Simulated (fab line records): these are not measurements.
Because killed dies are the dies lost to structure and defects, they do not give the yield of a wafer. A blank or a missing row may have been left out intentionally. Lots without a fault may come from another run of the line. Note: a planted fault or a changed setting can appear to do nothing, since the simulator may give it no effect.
A lot that was struck, set against a sound lot	flow sfq_line	20 steps out of a route of 325
Sound: these wafers, L994.2, L994.4, L994.6. Struck: wafer L100.1. (L100.4 of the same lot was not struck and is left out.) The cause comes at the end.
Per side, at each step with rows, come the tool, then ch with its chambers, and then its first start. Under that, the readings that differ: sound wafers	struck wafers	difference of the means	sigmas: that difference in standard deviations of wafers without a fault.
alike: readings whose means differ by less than 2 such deviations, and words and numbers that are the same on both sides. not compared: withheld readings, readings that some wafer has no value for, bounds like >300 that may hide the same value, and numbers for which the record gives no deviation and whose values overlap.
A row with sigmas, a row that says differs or no value, or rows on one side alone: a step with any of these is where the two part. Numbers that don't overlap but have no deviation are shown without sigmas and don't part them. Lack of a reading on every wafer of one side parts them only where that side has two or more wafers.

first, 3 steps without rows for these wafers: SFQ_TRILAYER_I2_VIA_LITHO_EXPOSE_068 (exposes mask I2, target cd 500 nm); SFQ_TRILAYER_I2_VIA_LITHO_PEB_070 (peb time 60 s); SFQ_TRILAYER_I2_VIA_LITHO_DEVELOP_069 (time 60 s).
SFQ_I2_OVL_MEAS_918:
  struck on overlay-02, day 27 13:13; sound on overlay-01, day 24 02:58
  alike: I2_OVL
SFQ_TRILAYER_I2_VIA_BARC_OPEN_VIA_ETCH_096: etches BARC in O2, target depth 125 nm, time 41.7 s.
  sound on rie_diel-03 ch 1,2,3, day 24 03:00; struck on rie_diel-01 ch 2, day 27 13:15
  alike: drypump_motor_current_A, oes_product_au
  not compared: rf_hours_counter_h
SFQ_TRILAYER_I2_VIA_ETCH_VIA_ETCH_070: etches SiO2 in CHF3, stops on Nb, target depth 260 nm.
  sound on rie_diel-03 ch 1,2,3, day 24 03:02; struck on rie_diel-01 ch 2, day 27 13:17
  alike: drypump_motor_current_A, oes_product_au
SFQ_TRILAYER_I2_VIA_STRIP_STRIP_071: strips in O2.
  sound on rie_metal-02 ch 1, day 24 03:09; struck on rie_metal-03 ch 0, day 27 13:24
reading	sound	struck	difference	sigmas
oes_product_au (a.u.)	0.992 0.999 0.993	1.014	+0.019	+2
  alike: drypump_motor_current_A
  not compared: rf_hours_counter_h
then, 2 steps without rows for these wafers: SFQ_TRILAYER_I2_VIA_STRIP_SOLV_CLEAN_072 (cleans in NMP, time 600 s); SFQ_TRILAYER_M3_DEP_PRE_CLEAN_074 (time 22.5 s).
SFQ_TRILAYER_M3_DEP_SPUTTER_073: material Nb, target thk 200 nm, time 133.3 s.
  struck on pvd_sputter-04, day 27 14:13; sound on pvd_sputter-03, day 24 03:58
  alike: base_pressure_pa, throttle_valve_pct
SFQ_M3_RS_MEAS_919: a four-point-probe measurement.
  struck on film_metro-01, day 27 14:19; sound on film_metro-03, day 24 04:05
  alike: M3_NB_RS
SFQ_TRILAYER_M3_LITHO_COAT_080: resist thk 62 nm.
  sound on litho_track-03 ch 0, day 24 04:17; struck on litho_track-02 ch 0, day 27 14:29
reading	sound	struck	difference	sigmas
model.BARC_of_TRILAYER_M3_LITHO_COAT_080.thk_nm (nm)	62.01 62.14 61.93	50.93	-11.10	
then, 5 steps without rows for these wafers: SFQ_TRILAYER_M3_LITHO_COAT_075 (resist thk 600 nm); SFQ_TRILAYER_M3_LITHO_SOFTBAKE_079; SFQ_TRILAYER_M3_LITHO_EXPOSE_076 (exposes mask M3, target cd 500 nm); SFQ_TRILAYER_M3_LITHO_PEB_078 (peb time 60 s); SFQ_TRILAYER_M3_LITHO_DEVELOP_077 (time 60 s).
-- the record jumps here: 4 days lie between the struck wafers' starts before and after --
SFQ_M3_OVL_MEAS_921:
  struck on overlay-01, day 31 04:33; sound on overlay-02, day 28 23:46
  alike: M3_OVL
SFQ_TRILAYER_M3_BARC_OPEN_METAL_ETCH_100: etches BARC in O2, target depth 125 nm, time 41.7 s.
  sound on rie_metal-03 ch 0,1, day 28 23:47; struck on rie_metal-04 ch 0, day 31 04:35
reading	sound	struck	difference	sigmas
oes_product_au (a.u.)	0.689 0.682 0.675	0.623	-0.059	-13
model.etch.depth_nm (nm)	62.01 62.14 61.93	50.93	-11.10	
  alike: drypump_motor_current_A
  not compared: rf_hours_counter_h
SFQ_TRILAYER_M3_ETCH_METAL_ETCH_078: etches Nb in Cl2/Ar, stops on SiO2, target depth 240 nm, time 120 s.
  sound on rie_metal-03 ch 0,1, day 28 23:51; struck on rie_metal-04 ch 0, day 31 04:39
  alike: drypump_motor_current_A, oes_product_au
  not compared: rf_hours_counter_h

WHERE THEY PART
Last at SFQ_TRILAYER_M3_BARC_OPEN_METAL_ETCH_100 as far as this record goes, first at SFQ_TRILAYER_I2_VIA_STRIP_STRIP_071. Later steps at which nothing parts them and some readings are alike: SFQ_TRILAYER_M3_ETCH_METAL_ETCH_078.

WHY: whatever the simulator had introduced
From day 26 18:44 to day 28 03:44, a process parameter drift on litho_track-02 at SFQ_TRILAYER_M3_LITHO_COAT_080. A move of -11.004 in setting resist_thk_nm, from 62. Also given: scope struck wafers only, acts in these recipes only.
